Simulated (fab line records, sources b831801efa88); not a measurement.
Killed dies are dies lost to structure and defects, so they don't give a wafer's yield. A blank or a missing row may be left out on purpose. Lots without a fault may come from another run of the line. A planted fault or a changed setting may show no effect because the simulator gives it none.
Which tool did it? | flow sky130 | 24 lots, 72 wafers sampled, at 5 steps of a route of 708

WHAT THE GAUGES READ, wafer by wafer
SKY_VIA4_OVL_MEAS_11. Usual: VIA4_OVL 0.4 nm, standard deviation 1.3.
lot  | measured     | on         | VIA4_OVL (nm)  | flag
L074 | day 43 16:44 | overlay-02 | -0.8 -2.1 0.7  |
L075 | day 44 03:53 | overlay-01 | 0.7 0.1 1.7    |
L076 | day 44 08:46 | overlay-02 | 1.9 2.4 3.8    |
L077 | day 44 15:23 | overlay-02 | 0.2 -0.6 0.8   |
L078 | day 45 07:10 | overlay-02 | 0.6 2.6 0.3    |
L079 | day 45 11:08 | overlay-02 | 0.7 -0.8 0.2   |
L080 | day 45 17:22 | overlay-02 | 0.3 -0.3 -0.2  |
L081 | day 45 18:58 | overlay-01 | 0.2 1.8 2.2    |
L082 | day 46 09:46 | overlay-01 | 0.5 0.5 -1.0   |
L083 | day 46 09:56 | overlay-02 | -0.2 1.7 0.1   |
L084 | day 46 14:26 | overlay-02 | -0.6 0.9 1.8   |
L085 | day 46 16:57 | overlay-01 | -0.5 0.3 2.1   |
L086 | day 47 01:41 | overlay-01 | 0.1 0.7 1.3    |
L088 | day 47 10:14 | overlay-02 | 1.0 0.9 1.5    |
L087 | day 47 10:33 | overlay-01 | 2.4 1.7 3.4    |
L089 | day 47 11:42 | overlay-02 | -0.7 1.9 2.6   |
L090 | day 47 17:30 | overlay-01 | 0.3 -0.7 0.6   |
L091 | day 47 20:29 | overlay-02 | -1.0 -0.2 0.5  |
L092 | day 48 05:18 | overlay-02 | 0.0 -0.1 0.9   |
L093 | day 48 10:05 | overlay-01 | -0.2 -0.1 0.3  |
L094 | day 48 13:00 | overlay-02 | -0.4 -1.1 -0.3 |
L095 | day 48 15:44 | overlay-02 | -1.7 -0.7 -1.3 |
L096 | day 49 00:23 | overlay-01 | 1.8 0.9 -0.3   |
L097 | day 49 09:31 | overlay-01 | -0.7 1.6 -0.4  |

WHICH TOOL RAN EACH LOT (tool, then ch and the chambers of the sampled wafers, then the start)
lot  | SKY_METAL1_SPUTTER_00        | SKY_METAL1_METAL_ETCH_19          | SKY_VIA2_CMP_24               | SKY_VIA4_CMP_02
L074 | pvd_sputter-02, day 32 09:58 | rie_metal-01 ch 0,1, day 33 13:23 | cmp-01 ch 0,1,3, day 37 03:35 | cmp-01 ch 0,2,3, day 42 16:52
L075 | pvd_sputter-04, day 32 18:37 | rie_metal-02 ch 0, day 33 22:14   | cmp-01 ch 0,1,2, day 37 16:22 | cmp-02 ch 0,1,2, day 43 04:26
L076 | pvd_sputter-04, day 33 01:58 | rie_metal-02 ch 0,1, day 34 05:47 | cmp-02 ch 0,2,3, day 37 20:55 | cmp-01 ch 0,1,3, day 43 08:57
L077 | pvd_sputter-01, day 33 08:18 | rie_metal-03 ch 0,1, day 34 12:01 | cmp-01 ch 2,3, day 38 02:29   | cmp-01 ch 0,2,3, day 43 15:28
L078 | pvd_sputter-02, day 34 03:43 | rie_metal-02 ch 0,1, day 35 07:17 | cmp-01 ch 2,3, day 38 22:58   | cmp-01 ch 1,2,3, day 44 09:01
L079 | pvd_sputter-04, day 34 09:40 | rie_metal-01 ch 0, day 35 13:02   | cmp-01 ch 1,2, day 39 04:03   | cmp-02 ch 0,1,3, day 44 13:03
L080 | pvd_sputter-02, day 34 17:49 | rie_metal-03 ch 0,1, day 35 19:59 | cmp-02 ch 0,1, day 39 09:12   | cmp-02 ch 0,1,3, day 44 18:37
L081 | pvd_sputter-04, day 34 19:37 | rie_metal-03 ch 0,1, day 35 23:02 | cmp-01 ch 0,1,3, day 39 12:40 | cmp-01 ch 0,1,2, day 44 19:58
L082 | pvd_sputter-01, day 35 11:20 | rie_metal-02 ch 0,1, day 36 15:25 | cmp-01 ch 0,3, day 40 03:11   | cmp-02 ch 0,2, day 45 11:18
L083 | pvd_sputter-01, day 35 13:22 | rie_metal-01 ch 0,1, day 36 16:56 | cmp-02 ch 1,2, day 40 05:34   | cmp-02 ch 0,1, day 45 11:42
L084 | pvd_sputter-04, day 35 15:16 | rie_metal-03 ch 0,1, day 36 19:14 | cmp-02 ch 0,1,3, day 40 07:50 | cmp-01 ch 1,2, day 45 16:38
L085 | pvd_sputter-02, day 35 21:26 | rie_metal-02 ch 0,1, day 37 00:52 | cmp-01 ch 0,2, day 40 11:43   | cmp-02 ch 2,3, day 45 19:16
L086 | pvd_sputter-01, day 36 11:37 | rie_metal-01 ch 0,1, day 37 14:58 | cmp-01 ch 1,2,3, day 41 00:46 | cmp-01 ch 1,2,3, day 46 04:26
L088 | pvd_sputter-02, day 36 17:43 | rie_metal-03 ch 0,1, day 37 20:47 | cmp-01 ch 1,2,3, day 41 08:14 | cmp-02 ch 1,2,3, day 46 13:11
L087 | pvd_sputter-01, day 36 19:00 | rie_metal-01 ch 0,1, day 37 22:41 | cmp-02 ch 0,1,3, day 41 10:19 | cmp-02 ch 1,2,3, day 46 13:44
L089 | pvd_sputter-04, day 36 19:41 | rie_metal-02 ch 0,1, day 37 23:04 | cmp-02 ch 0,1, day 41 10:35   | cmp-02 ch 1,2, day 46 14:40
L090 | pvd_sputter-02, day 37 07:38 | rie_metal-03 ch 0,1, day 38 09:32 | cmp-02 ch 0,2,3, day 41 19:43 | cmp-01 ch 1,2,3, day 46 21:22
L091 | pvd_sputter-02, day 37 11:49 | rie_metal-02 ch 0, day 38 14:41   | cmp-02 ch 0,1,3, day 41 23:49 | cmp-01 ch 1,3, day 47 00:48
L092 | pvd_sputter-01, day 37 19:42 | rie_metal-02 ch 0,1, day 38 22:47 | cmp-02 ch 0,1, day 42 06:41   | cmp-02 ch 0,1, day 47 08:53
L093 | pvd_sputter-04, day 38 01:08 | rie_metal-01 ch 0,1, day 39 03:53 | cmp-02 ch 1,2,3, day 42 13:47 | cmp-02 ch 0,1,3, day 47 14:00
L094 | pvd_sputter-02, day 38 07:03 | rie_metal-03 ch 0,1, day 39 09:20 | cmp-01 ch 0,2, day 42 17:04   | cmp-02 ch 1,2,3, day 47 16:47
L095 | pvd_sputter-01, day 38 12:50 | rie_metal-01 ch 0,1, day 39 15:49 | cmp-01 ch 0,2,3, day 42 23:42 | cmp-01 ch 1,3, day 47 19:17
L096 | pvd_sputter-02, day 38 21:34 | rie_metal-01 ch 1, day 39 23:47   | cmp-02 ch 1,2,3, day 43 08:19 | cmp-01 ch 0,2,3, day 48 04:50
L097 | pvd_sputter-02, day 39 07:31 | rie_metal-03 ch 0,1, day 40 09:28 | cmp-01 ch 0,2,3, day 43 17:52 | cmp-01 ch 2,3, day 48 14:44
- SKY_METAL1_SPUTTER_00: material Ti, target thk 15 nm, time 10 s.
- SKY_METAL1_METAL_ETCH_19: etches the open film in Cl2/BCl3, stops on SiO2, target depth 360 nm, time 78 s.
- SKY_VIA2_CMP_24: polishes, stops on SiO2, t overpolish 20 s, target thk 0 nm.
- SKY_VIA4_CMP_02: polishes SiO2.

WHAT THE TOOLS THEMSELVES READ (means of the sampled wafers that have a number; where no wafer has one, the mark that the record gives instead)
SKY_METAL1_SPUTTER_00. Usual: throttle_valve_pct 30.1 %, standard deviation 1.2.
lot  | tool           | throttle_valve_pct (%) | flag
L074 | pvd_sputter-02 | 30.0                   |
L075 | pvd_sputter-04 | 31.1                   |
L076 | pvd_sputter-04 | 30.6                   |
L077 | pvd_sputter-01 | 29.0                   |
L078 | pvd_sputter-02 | 30.1                   |
L079 | pvd_sputter-04 | 30.8                   |
L080 | pvd_sputter-02 | 30.6                   |
L081 | pvd_sputter-04 | 30.9                   |
L082 | pvd_sputter-01 | 28.9                   |
L083 | pvd_sputter-01 | 29.5                   |
L084 | pvd_sputter-04 | 30.2                   |
L085 | pvd_sputter-02 | 30.2                   |
L086 | pvd_sputter-01 | 28.7                   |
L088 | pvd_sputter-02 | 30.1                   |
L087 | pvd_sputter-01 | 29.4                   |
L089 | pvd_sputter-04 | 30.9                   |
L090 | pvd_sputter-02 | 29.9                   |
L091 | pvd_sputter-02 | 30.2                   |
L092 | pvd_sputter-01 | 28.7                   |
L093 | pvd_sputter-04 | 31.3                   |
L094 | pvd_sputter-02 | 29.7                   |
L095 | pvd_sputter-01 | 29.6                   |
L096 | pvd_sputter-02 | 30.1                   |
L097 | pvd_sputter-02 | 30.3                   |

SKY_METAL1_METAL_ETCH_19. Usual: chamber_pressure_mTorr 10.000 mTorr, standard deviation 0.0092; drypump_motor_current_A 5.9 A, standard deviation 0.52; oes_product_au 0.857 a.u., standard deviation 0.0063; throttle_valve_pct 22.264 %, standard deviation 0.0092.
lot  | tool         | chamber_pressure_mTorr (mTorr) | drypump_motor_current_A (A) | oes_product_au (a.u.) | throttle_valve_pct (%) | flag
L074 | rie_metal-01 | 10.001                         | 5.4                         | 0.858                 | 22.270                 |
L075 | rie_metal-02 | 10.010                         | 5.9                         | 0.862                 | 22.261                 |
L076 | rie_metal-02 | 10.002                         | 6.0                         | 0.852                 | 22.270                 |
L077 | rie_metal-03 | 10.002                         | 5.9                         | 0.851                 | 22.258                 |
L078 | rie_metal-02 | 9.997                          | 6.1                         | 0.862                 | 22.266                 |
L079 | rie_metal-01 | 9.999                          | 6.3                         | 0.859                 | 22.269                 |
L080 | rie_metal-03 | 9.990                          | 6.1                         | 0.857                 | 22.261                 |
L081 | rie_metal-03 | 9.998                          | 5.9                         | 0.857                 | 22.257                 |
L082 | rie_metal-02 | 9.994                          | 6.1                         | 0.852                 | 22.270                 |
L083 | rie_metal-01 | 10.008                         | 5.9                         | 0.856                 | 22.263                 |
L084 | rie_metal-03 | 10.005                         | 6.0                         | 0.853                 | 22.278                 |
L085 | rie_metal-02 | 10.004                         | 6.0                         | 0.864                 | 22.265                 |
L086 | rie_metal-01 | 9.993                          | 5.9                         | 0.846                 | 22.270                 |
L088 | rie_metal-03 | 9.996                          | 6.1                         | 0.863                 | 22.268                 |
L087 | rie_metal-01 | 9.999                          | 5.9                         | 0.852                 | 22.267                 |
L089 | rie_metal-02 | 10.000                         | 6.0                         | 0.856                 | 22.271                 |
L090 | rie_metal-03 | 10.008                         | 6.1                         | 0.855                 | 22.267                 |
L091 | rie_metal-02 | 9.997                          | 5.9                         | 0.862                 | 22.263                 |
L092 | rie_metal-02 | 9.996                          | 6.0                         | 0.854                 | 22.257                 |
L093 | rie_metal-01 | 9.993                          | 5.9                         | 0.861                 | 22.264                 |
L094 | rie_metal-03 | 9.997                          | 5.9                         | 0.862                 | 22.262                 |
L095 | rie_metal-01 | 10.012                         | 5.9                         | 0.855                 | 22.264                 |
L096 | rie_metal-01 | 10.006                         | 4.8                         | 0.855                 | 22.260                 |
L097 | rie_metal-03 | 9.995                          | 6.0                         | 0.853                 | 22.264                 |

SKY_VIA2_CMP_24. Usual: head_pressure_psi 3.500 psi, standard deviation 0.0082; motor_current_A 10.8 A, standard deviation 0.57; overpolish_run_s 19.999 s, standard deviation 0.01; platen_rpm 60.00 rpm, standard deviation 0.034; slurry_flow_ml_min 150.0, standard deviation 0.47; time_to_endpoint_s 103 s, standard deviation 3.8.
lot  | tool   | head_pressure_psi (psi) | motor_current_A (A) | overpolish_run_s (s) | platen_rpm (rpm) | slurry_flow_ml_min | time_to_endpoint_s (s) | flag
L074 | cmp-01 | 3.508                   | 10.3                | 19.992               | 60.02            | 150.5              | 103                    |
L075 | cmp-01 | 3.503                   | 10.5                | 20.004               | 60.00            | 150.0              | 101                    |
L076 | cmp-02 | 3.499                   | 10.8                | 19.996               | 60.01            | 150.4              | 102                    |
L077 | cmp-01 | 3.497                   | 10.8                | 19.988               | 60.00            | 150.2              | 102                    |
L078 | cmp-01 | 3.504                   | 10.9                | 20.001               | 59.99            | 149.8              | 102                    |
L079 | cmp-01 | 3.495                   | 10.3                | 20.001               | 59.98            | 150.0              | 109                    |
L080 | cmp-02 | 3.503                   | 11.0                | 20.000               | 59.99            | 150.0              | 99                     |
L081 | cmp-01 | 3.507                   | 10.6                | 20.002               | 60.01            | 149.9              | 101                    |
L082 | cmp-01 | 3.489                   | 10.4                | 19.997               | 60.00            | 150.6              | 103                    |
L083 | cmp-02 | 3.502                   | 11.0                | 20.003               | 60.00            | 150.3              | 102                    |
L084 | cmp-02 | 3.499                   | 11.1                | 20.000               | 59.98            | 149.9              | 106                    |
L085 | cmp-01 | 3.505                   | 10.5                | 20.003               | 59.98            | 150.1              | 99                     |
L086 | cmp-01 | 3.491                   | 10.9                | 19.994               | 60.01            | 150.4              | 100                    |
L088 | cmp-01 | 3.502                   | 11.2                | 20.010               | 59.98            | 149.9              | 100                    |
L087 | cmp-02 | 3.499                   | 11.1                | 19.996               | 60.01            | 149.5              | 102                    |
L089 | cmp-02 | 3.503                   | 11.0                | 20.003               | 60.01            | 149.8              | 101                    |
L090 | cmp-02 | 3.499                   | 10.9                | 19.999               | 59.99            | 150.0              | 104                    |
L091 | cmp-02 | 3.491                   | 11.0                | 20.000               | 60.00            | 150.1              | 104                    |
L092 | cmp-02 | 3.504                   | 10.8                | 19.988               | 60.02            | 149.9              | 109                    |
L093 | cmp-02 | 3.493                   | 11.3                | 20.005               | 60.01            | 149.8              | 106                    |
L094 | cmp-01 | 3.493                   | 10.3                | 20.005               | 59.98            | 150.1              | 102                    |
L095 | cmp-01 | 3.495                   | 10.4                | 20.002               | 59.98            | 150.2              | 104                    |
L096 | cmp-02 | 3.506                   | 11.1                | 19.988               | 59.99            | 150.5              | 104                    |
L097 | cmp-01 | 3.503                   | 10.6                | 19.996               | 59.95            | 149.6              | 106                    |

SKY_VIA4_CMP_02. Usual: head_pressure_psi 4.001 psi, standard deviation 0.0084; motor_current_A 11.7 A, standard deviation 0.61; platen_rpm 60.00 rpm, standard deviation 0.04; slurry_flow_ml_min 150.0, standard deviation 0.43.
lot  | tool   | head_pressure_psi (psi) | motor_current_A (A) | platen_rpm (rpm) | slurry_flow_ml_min | flag
L074 | cmp-01 | 4.009                   | 11.6                | 59.98            | 150.3              |
L075 | cmp-02 | 4.002                   | 12.1                | 59.99            | 149.7              |
L076 | cmp-01 | 4.008                   | 11.2                | 60.02            | 149.3              |
L077 | cmp-01 | 3.998                   | 11.2                | 59.97            | 150.0              |
L078 | cmp-01 | 3.999                   | 11.7                | 60.02            | 149.7              |
L079 | cmp-02 | 4.004                   | 11.8                | 60.01            | 150.2              |
L080 | cmp-02 | 3.995                   | 11.9                | 59.99            | 150.6              |
L081 | cmp-01 | 3.999                   | 11.1                | 59.96            | 149.9              |
L082 | cmp-02 | 4.003                   | 12.0                | 60.00            | 150.2              |
L083 | cmp-02 | 4.001                   | 11.7                | 60.01            | 150.3              |
L084 | cmp-01 | 4.004                   | 11.4                | 59.93            | 150.2              |
L085 | cmp-02 | 4.006                   | 12.4                | 59.97            | 150.0              |
L086 | cmp-01 | 3.997                   | 12.2                | 60.02            | 150.1              |
L088 | cmp-02 | 3.991                   | 12.3                | 60.00            | 150.3              |
L087 | cmp-02 | 4.003                   | 12.5                | 60.00            | 149.9              |
L089 | cmp-02 | 4.003                   | 12.1                | 60.03            | 150.8              |
L090 | cmp-01 | 3.999                   | 11.7                | 60.01            | 149.9              |
L091 | cmp-01 | 3.993                   | 11.6                | 60.03            | 150.0              |
L092 | cmp-02 | 4.001                   | 11.6                | 59.99            | 149.8              |
L093 | cmp-02 | 4.004                   | 12.1                | 60.02            | 150.2              |
L094 | cmp-02 | 4.003                   | 12.5                | 60.02            | 150.1              |
L095 | cmp-01 | 4.002                   | 11.8                | 59.95            | 150.4              |
L096 | cmp-01 | 3.996                   | 11.3                | 60.02            | 150.4              |
L097 | cmp-01 | 3.996                   | 11.8                | 60.00            | 150.2              |

THE ANSWER, worked out from the rows above alone
Rule: a lot is off if the mean of its wafers that have a number lies more than 3 standard deviations from the usual mean. A lot without any number at a reading at which 4 lots or more have one is off too. The other lots that the step has rows for count as sound. The gauges are gone through in route order, then the tools' own readings, and for those a lot's mean is taken as printed above. The first step at which some lot is off is used, and at that step the reading that is off furthest; a lot without a number counts as furthest.
No lot is off at any reading shown: from this, nothing can be told.

WHAT THE SIMULATOR HAD PUT IN
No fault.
